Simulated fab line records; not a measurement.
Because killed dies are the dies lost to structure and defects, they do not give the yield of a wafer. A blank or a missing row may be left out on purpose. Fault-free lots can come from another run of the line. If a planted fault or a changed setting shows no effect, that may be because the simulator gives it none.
Problem report, 8D (eight disciplines) form, completed by code || flow sky130 || the parts of the form that need people (team, actions taken, sign-off) are left out

== 1. THE ISSUE ==
Wafers without a fault read 25.01 C, standard deviation 0.1; temp-c at SKY_FIELD_ISO_WET_ETCH_30 reads a mean of 15.07 C on 6 wafers belonging to 2 lots. That is -99 or more standard deviations from the usual mean.
The step: etches SiO2 in dHF, target depth 25 nm, time 50 s.
Earliest sighting: wafer L831.1 on wet-bench-02 at day 3 18:15. Wafers with a number at this step in the record: 18, from 6 lots. Rule for "out" (also "out of limits"): further than 4 standard deviations from the usual mean. All remaining wafers that have a number are taken as sound.

== 2. WHAT THIS IS AND IS NOT ==
{"question": "which readings at this step", "is": "temp-c, bath-heat-duty-pct", "is not": "-"}
{"question": "which lots", "is": "L831, L836", "is not": "L842, L843, L845, L848"}
{"question": "which wafers of those lots", "is": "all that have a number", "is not": "-"}
{"question": "read on which tools", "is": "wet-bench-02", "is not": "wet-bench-03, wet-bench-04"}
{"question": "when", "is": "from day 3 18:15", "is not": "up to then (0 sound wafers); but 12 sound wafers of L842, L843, L845, L848 came after"}

== 3. SUSPECTS, AND WHAT RULES EACH OUT ==
Counting: a tool at any process step up to the reading remains a suspect when it ran all the lots that are out and ran no sound lot after the first of those.
- cmp-01 at SKY_FIELD_ISO_CMP_27 (polishes, stops on Si3N4, t overpolish 16 s, target thk 457.8 nm): ruled out as a lasting fault. After its first lot that is out, L831 (day 3 17:32), sound lots L842, L843 ran on it.
- wet-bench-02 at SKY_FIELD_ISO_WET_ETCH_30 (etches SiO2 in dHF, target depth 25 nm, time 50 s): ruled out as a lasting fault. After its first lot that is out, L831 (day 3 18:15), sound lots L848 ran on it.
Left after counting: nothing in the record.

== 4. THE CAUSE (what the simulator had put in) ==
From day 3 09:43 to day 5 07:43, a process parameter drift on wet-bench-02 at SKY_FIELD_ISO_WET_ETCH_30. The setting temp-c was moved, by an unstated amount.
Counting ruled it out, wrongly.

== 5. SEQUENCE OF EFFECTS, ordered by route ==
One row per reading whose mean, taken over the struck wafers that have a number, lies over 3 standard deviations from the usual. Only readings whose record carries a usual standard deviation are examined. hours: median over the lots of the time between each lot's start at the first step of this table that gives one and its start at this step. sigmas: the change, counted in usual standard deviations.
{"hours": 0, "step": "SKY_FIELD_ISO_WET_ETCH_30", "reading": "bath-heat-duty-pct", "usual": "6.4 %", "on struck wafers": 0.0, "change": -6.4, "sigmas": -7.9}
{"hours": 0, "step": "SKY_FIELD_ISO_WET_ETCH_30", "reading": "temp-c", "usual": "25.01 C", "on struck wafers": 15.07, "change": -9.94, "sigmas": "-99 or more"}
The process steps in it:
- SKY_FIELD_ISO_WET_ETCH_30: etches SiO2 in dHF, target depth 25 nm, time 50 s.
Later steps that measure or inspect, where all struck wafers having a row at the step show a number for every such reading and not one has moved that far: SKY_NWELL_THK_MEAS_02, SKY_DNWELL_TW_MEAS_09, SKY_PWDE_OVL_MEAS_07, SKY_PWDE_TW_MEAS_10.

== 6. HOW IT WOULD HAVE BEEN CAUGHT EARLIER ==
The fault began at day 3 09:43; the first out-of-limits reading in this record came at day 3 18:15, 9 hours later.
